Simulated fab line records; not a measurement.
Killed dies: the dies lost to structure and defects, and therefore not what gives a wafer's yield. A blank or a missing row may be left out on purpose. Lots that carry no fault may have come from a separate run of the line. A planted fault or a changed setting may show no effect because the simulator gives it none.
Which of the tools did it? -- flow sky130 -- 11 lots, 33 wafers sampled, at 5 steps of a route of 708

== WHAT THE GAUGES SHOWED, per wafer ==
SKY_LOCAL_INTERCONNECT_RS_MEAS_01: uses a four-point probe to measure.
lot,measured,on,LOCAL_INTERCONNECT_TIN_RS (ohm/sq)
L842,day 29 02:57,film metro-04,13.83 13.77 13.85
L844,day 29 21:04,film metro-04,14.37 14.23 14.13
L845,day 29 22:22,film metro-04,14.12 13.77 14.18
L854,day 33 02:25,film metro-02,14.00 14.16 14.12
L855,day 33 12:47,film metro-02,14.38 14.12 13.95
L856,day 33 21:27,film metro-04,13.81 13.96 13.82
L857,day 34 07:58,film metro-02,14.20 14.07 13.91
L858,day 34 08:30,film metro-02,14.47 14.30 14.17
L860,day 34 19:10,film metro-02,14.01 14.17 14.05
L859,day 34 20:05,film metro-02,13.97 14.03 14.06
L862,day 35 08:09,film metro-02,14.06 14.20 14.04

SKY_CONTACT_THK_MEAS_03.
lot,measured,on,CONTACT_HDPCVD_THK (nm)
L842,day 30 08:18,film metro-04,568 565 565
L844,day 31 02:25,film metro-04,560 567 566
L845,day 31 03:16,film metro-04,564 557 458 563 556 458
L854,day 34 07:17,film metro-01,563 565 557
L855,day 34 16:09,film metro-04,552 566 566
L856,day 35 01:41,film metro-01,565 571 568
L857,day 35 12:21,film metro-04,568 569 567
L858,day 35 12:58,film metro-02,571 565 566
L860,day 35 23:20,film metro-02,566 567 562
L859,day 36 00:07,film metro-01,570 567 570
L862,day 36 11:40,film metro-01,570 575 576

== TOOL THAT RAN EACH LOT (tool first, then ch and the chambers of the sampled wafers, then the start) ==
lot,SKY_SD_N_STRIP_11,SKY_LI_CONTACT_SPUTTER_19,SKY_CONTACT_HDPCVD_02
L842,"plasma asher-04 ch 0,1, day 27 20:05","pvd sputter-03, day 29 02:08","hdpcvd-01 ch 0,1, day 30 08:14"
L844,"plasma asher-02 ch 0,1, day 28 14:05","pvd sputter-04, day 29 20:14","hdpcvd-02 ch 0,1, day 31 02:20"
L845,"plasma asher-01 ch 0,1, day 28 15:08","pvd sputter-04, day 29 21:34","hdpcvd-02 ch 0,1,2, day 31 03:12"
L854,"plasma asher-02 ch 0,1, day 31 20:50","pvd sputter-04, day 33 01:35","hdpcvd-01 ch 0,2, day 34 07:13"
L855,"plasma asher-02 ch 0,1, day 32 07:20","pvd sputter-02, day 33 11:58","hdpcvd-01 ch 0,1,2, day 34 16:05"
L856,"plasma asher-04 ch 0,1, day 32 15:08","pvd sputter-02, day 33 20:39","hdpcvd-02 ch 1,2, day 35 01:37"
L857,"plasma asher-02 ch 0,1, day 33 01:41","pvd sputter-03, day 34 07:10","hdpcvd-02 ch 0,1,2, day 35 12:17"
L858,"plasma asher-02 ch 0,1, day 33 02:25","pvd sputter-04, day 34 07:40","hdpcvd-01 ch 0,2, day 35 12:52"
L860,"plasma asher-01 ch 0,1, day 33 13:35","pvd sputter-04, day 34 18:20","hdpcvd-01 ch 1,2, day 35 23:16"
L859,"plasma asher-01 ch 0,1, day 33 14:25","pvd sputter-02, day 34 19:14","hdpcvd-02 ch 1,2, day 36 00:02"
L862,"plasma asher-02 ch 0,1, day 34 02:50","pvd sputter-04, day 35 07:19","hdpcvd-02 ch 0,1,2, day 36 11:35"
- SKY_SD_N_STRIP_11: strips in O2/N2.
- SKY_LI_CONTACT_SPUTTER_19: material Ti, target thk 20 nm, time 106.37 s.
- SKY_CONTACT_HDPCVD_02: deposits SiO2, target thk 565 nm, time 94.2 s.

== WHAT THE TOOLS THEMSELVES READ (means of the sampled wafers that have a number; where no wafer has one, the mark that the record gives instead) ==
SKY_SD_N_STRIP_11.
lot,tool,drypump motor current A (A),oes product au (a.u.),strip time to endpoint s (s)
L842,plasma asher-04,5.9,0.529,22.57
L844,plasma asher-02,5.9,0.526,22.60
L845,plasma asher-01,5.9,0.529,22.60
L854,plasma asher-02,5.8,0.531,22.57
L855,plasma asher-02,5.5,0.526,22.53
L856,plasma asher-04,5.9,0.527,22.51
L857,plasma asher-02,5.5,0.525,22.57
L858,plasma asher-02,5.9,0.530,22.56
L860,plasma asher-01,5.9,0.524,22.61
L859,plasma asher-01,5.7,0.529,22.55
L862,plasma asher-02,5.9,0.527,22.57

SKY_LI_CONTACT_SPUTTER_19.
lot,tool,cathode dc power W (W),chamber pressure pa (Pa),throttle valve pct (%)
L842,pvd sputter-03,2500.1,5.003,29.8
L844,pvd sputter-04,2499.8,5.002,28.7
L845,pvd sputter-04,2500.2,4.990,30.2
L854,pvd sputter-04,2499.7,5.006,29.5
L855,pvd sputter-02,2500.1,5.009,29.6
L856,pvd sputter-02,2499.9,4.999,29.7
L857,pvd sputter-03,2499.6,4.991,29.7
L858,pvd sputter-04,2499.8,5.002,30.9
L860,pvd sputter-04,2500.0,5.001,30.9
L859,pvd sputter-02,2500.0,5.004,29.7
L862,pvd sputter-04,2499.7,5.007,29.1

SKY_CONTACT_HDPCVD_02.
lot,tool,run length s (s)
L842,hdpcvd-01,122.0
L844,hdpcvd-02,122.2
L845,hdpcvd-02,116.4
L854,hdpcvd-01,121.8
L855,hdpcvd-01,122.0
L856,hdpcvd-02,122.3
L857,hdpcvd-02,122.1
L858,hdpcvd-01,121.9
L860,hdpcvd-01,122.4
L859,hdpcvd-02,122.4
L862,hdpcvd-02,122.1

== THE ANSWER, worked out from the rows above alone ==
Rule: usual is defined by the lots themselves. The widest of any qualifying gaps counts: lots, ordered by their means at a reading, are off when they make up no more than a third of the lots, leave a main group of 4 or more, and stand apart from it by 3 or more times the standard deviation of that group's means. A main group is skipped when, at the precision printed for the reading in the tables above, its means are all equal. Also off: a lot with no number at a reading for which 4 or more lots have one. The other lots that the step has rows for count as sound. The gauges are gone through in route order, then the tools' own readings, and for those a lot's mean is taken as printed above. At the first step where some lot is off, the reading lying furthest off is the one used; lots without a number count as furthest.
Off: at SKY_CONTACT_THK_MEAS_03 (CONTACT_HDPCVD_THK), L845. Mean 566 nm and standard deviation 3.5 in the main group.
A tool fits if, at a process step before that reading, it ran every lot that is off, and no sound lot after the first of them. The gauges at SKY_CONTACT_THK_MEAS_03 aren't tried: what is off there is off at SKY_CONTACT_HDPCVD_02 too, on other tools, and a gauge's error can't cause that. Not one of the candidates tried fits.

== WHAT HAD BEEN PUT IN BY THE SIMULATOR ==
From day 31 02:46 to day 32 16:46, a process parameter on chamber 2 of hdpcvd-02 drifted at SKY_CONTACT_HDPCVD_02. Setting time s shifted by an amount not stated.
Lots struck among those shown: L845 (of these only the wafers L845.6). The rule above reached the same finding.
